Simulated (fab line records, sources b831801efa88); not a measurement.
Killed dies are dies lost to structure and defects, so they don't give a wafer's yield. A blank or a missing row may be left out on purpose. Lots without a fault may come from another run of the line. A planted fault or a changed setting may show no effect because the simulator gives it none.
A struck lot beside a sound one | flow sky130 | 18 steps out of a route of 708
Sound: wafers L749.1, L749.3, L749.4. Struck: wafer L738.3. (L738.4 of the same lot was not struck and is left out.) The cause comes at the end.
At each step with rows: each side's tool, then ch and its chambers, then its first start. Under that, the readings that differ: sound wafers | struck wafers | difference of the means | sigmas: that difference in standard deviations of wafers without a fault.
alike: readings whose means differ by less than 2 such deviations, and words and numbers that are the same on both sides. not compared: withheld readings, readings that some wafer has no value for, bounds like >300 that may hide the same value, and numbers for which the record gives no deviation and whose values overlap.
The two part at a step that has a row with sigmas, a row that says differs or no value, or rows on one side only. Numbers that don't overlap but have no deviation are shown without sigmas and don't part them. A reading that every wafer of one side lacks parts them only if that side has two wafers or more.

first, 3 steps without rows for these wafers: SKY_VIA2_EXPOSE_09 (exposes mask VIM2, target cd 200 nm); SKY_VIA2_PEB_10; SKY_VIA2_DEVELOP_11 (develop time 60 s).
SKY_VIA2_CD_MEAS_12: target cd 200 nm.
  sound on cd_sem-01, day 41 20:08; struck on cd_sem-01, day 37 06:58
  reading    | sound             | struck | difference | sigmas
  cd_nm (nm) | 197.7 198.2 197.6 | 204.3  | +6.5       | +4
SKY_VIA2_OVL_MEAS_13:
  sound on overlay-01, day 41 20:16; struck on overlay-01, day 37 07:04
  alike: VIA2_OVL
SKY_VIA2_ETCH_14: etches BARC in N2/H2, stops on SiO2, time 45.9 s, target depth 60 nm.
  sound on rie_diel-01 ch 0,2,3, day 41 20:18; struck on rie_diel-03 ch 2, day 37 07:05
  alike: drypump_motor_current_A, n2_flow_sccm, oes_product_au, throttle_valve_pct
  not compared: rf_hours_counter_h
SKY_VIA2_ETCH_15: etches SiO2 in C4F8/O2/Ar, stops on TiN, target depth 546 nm, time 84 s.
  sound on rie_diel-01 ch 0,2,3, day 41 20:20; struck on rie_diel-03 ch 2, day 37 07:08
  alike: oes_product_au
  not compared: rf_hours_counter_h
SKY_VIA2_STRIP_16: strips in O2/N2.
  sound on plasma_asher-04 ch 0,1, day 41 20:24; struck on plasma_asher-03 ch 1, day 37 07:14
  alike: drypump_motor_current_A, n2_flow_sccm, oes_product_au, strip_time_to_endpoint_s
  not compared: rf_hours_counter_h
then, 3 steps without rows for these wafers: SKY_VIA2_STRIP_17 (strips in post etch residue remover, time 1200 s); SKY_VIA2_CLEAN_18 (cleans in IPA, time 180 s); SKY_VIA2_CLEAN_19 (cleans in O3/DIW).
SKY_VIA2_SPUTTER_20: material TiN, target thk 20 nm, time 80 s.
  sound on pvd_sputter-04, day 41 21:00; struck on pvd_sputter-04, day 37 07:50
  alike: throttle_valve_pct
SKY_VIA2_CVD_21: deposits W, target thk 420 nm, time 126.4 s.
  sound on cvd_w-02 ch 0,1, day 41 21:04; struck on cvd_w-01 ch 0, day 37 07:57
  reading                            | sound             | struck | difference | sigmas
  model.W_of_VIA2_CVD_21.thk_nm (nm) | 409.9 415.4 421.9 | 134.9  | -280.8     |
  alike: heater_power_w
SKY_VIA2_RS_MEAS_22: measures by four-point-probe.
  sound on film_metro-03, day 41 21:11; struck on film_metro-02, day 37 08:22
  reading            | sound                | struck | difference | sigmas
  VIA2_W_RS (ohm/sq) | 0.2789 0.2759 0.2717 | 0.8674 | +0.5919    | +99 or more
  not compared: hold
SKY_VIA2_THK_MEAS_23: measures by xrf.
  sound on film_metro-03, day 41 21:19; struck on film_metro-02, day 37 12:59
  reading         | sound       | struck | difference | sigmas
  VIA2_W_THK (nm) | 412 417 424 | 137    | -281       | -49
  not compared: hold
SKY_VIA2_CMP_24: polishes, stops on SiO2, t overpolish 20 s, target thk 0 nm.
  sound on cmp-01 ch 0,2,3, day 41 21:25; struck on cmp-01 ch 2, day 37 15:34
  reading                | sound    | struck                   | difference                   | sigmas
  hold                   | - - -    | await_dispo/2.5h/release | no value on the sound wafers |
  time_to_endpoint_s (s) | 94 89 94 | 32                       | -60                          | -14
  alike: motor_current_A
SKY_METAL3_SPUTTER_00: material Ti, target thk 15 nm, time 10 s.
  sound on pvd_sputter-01, day 41 21:40; struck on pvd_sputter-01, day 37 15:55
  alike: throttle_valve_pct
SKY_PAD_OPEN_PROBE_99:
  the record has rows for the sound wafers here (prober-02, day 50 00:23) and none for the struck ones

WHERE THEY PART
First at SKY_VIA2_CD_MEAS_12; last, within this record, at SKY_PAD_OPEN_PROBE_99.

WHY: what the simulator had put in
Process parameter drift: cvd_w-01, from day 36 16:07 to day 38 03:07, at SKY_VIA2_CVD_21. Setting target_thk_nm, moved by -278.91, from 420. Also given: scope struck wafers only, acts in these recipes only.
